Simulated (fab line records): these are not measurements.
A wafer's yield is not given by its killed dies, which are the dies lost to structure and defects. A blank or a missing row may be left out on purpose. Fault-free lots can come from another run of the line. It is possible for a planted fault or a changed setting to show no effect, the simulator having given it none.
Chamber matching + flow gf180mcu + 4 sister chambers for GF_V3_ETCH_16 on rie diel-04
The step etches BARC in N2/H2. 4 wafers are shown with their chamber, then 9 later ones without.

## EACH WAFER AND ITS CHAMBER
| wafer  | chamber | drypump motor current A (A) |
|--------|---------|-----------------------------|
| L077.3 | 0       | 5.3                         |
| L085.3 | 3       | 5.7                         |
| L085.4 | 1       | 5.6                         |
| L085.6 | 2       | 6.3                         |

## WAFERS WITH NO CHAMBER GIVEN
| wafer  | drypump motor current A (A) |
|--------|-----------------------------|
| L089.2 | 5.8                         |
| L089.3 | 6.3                         |
| L089.4 | 5.8                         |
| L095.1 | 5.8                         |
| L095.3 | 5.7                         |
| L095.5 | 5.6                         |
| L097.3 | 5.3                         |
| L097.4 | 5.7                         |
| L097.5 | 6.3                         |

## THE CHAMBER EACH PASSED THROUGH
| wafer  | from the rows above     | in truth |
|--------|-------------------------|----------|
| L089.2 | can't be placed: 3 or 1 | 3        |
| L089.3 | 2                       | 2        |
| L089.4 | can't be placed: 3 or 1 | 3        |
| L095.1 | can't be placed: 3 or 1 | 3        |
| L095.3 | can't be placed: 3 or 1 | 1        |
| L095.5 | can't be placed: 1 or 3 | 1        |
| L097.3 | 0                       | 0        |
| L097.4 | can't be placed: 3 or 1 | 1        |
| L097.5 | 2                       | 2        |
Correctly placed: 3 of 9. Can't be placed from these rows: 6 (the true chamber is among the candidates in 6). Placed wrongly: 0.
How it was worked out, from the rows above alone: a wafer's distance from a chamber is the root of the sum, over the readings, of the square of ((its reading less the chamber's mean) divided by the reading's scatter). The wafer belongs to the nearest chamber; if the next one is less than 2 further off, it can't be placed. The mean given for a chamber averages the wafers shown for that chamber. The scatter (one wafer shown for each chamber): square how far every hidden wafer sits from the nearest shown wafer, average those squares and take the square root.
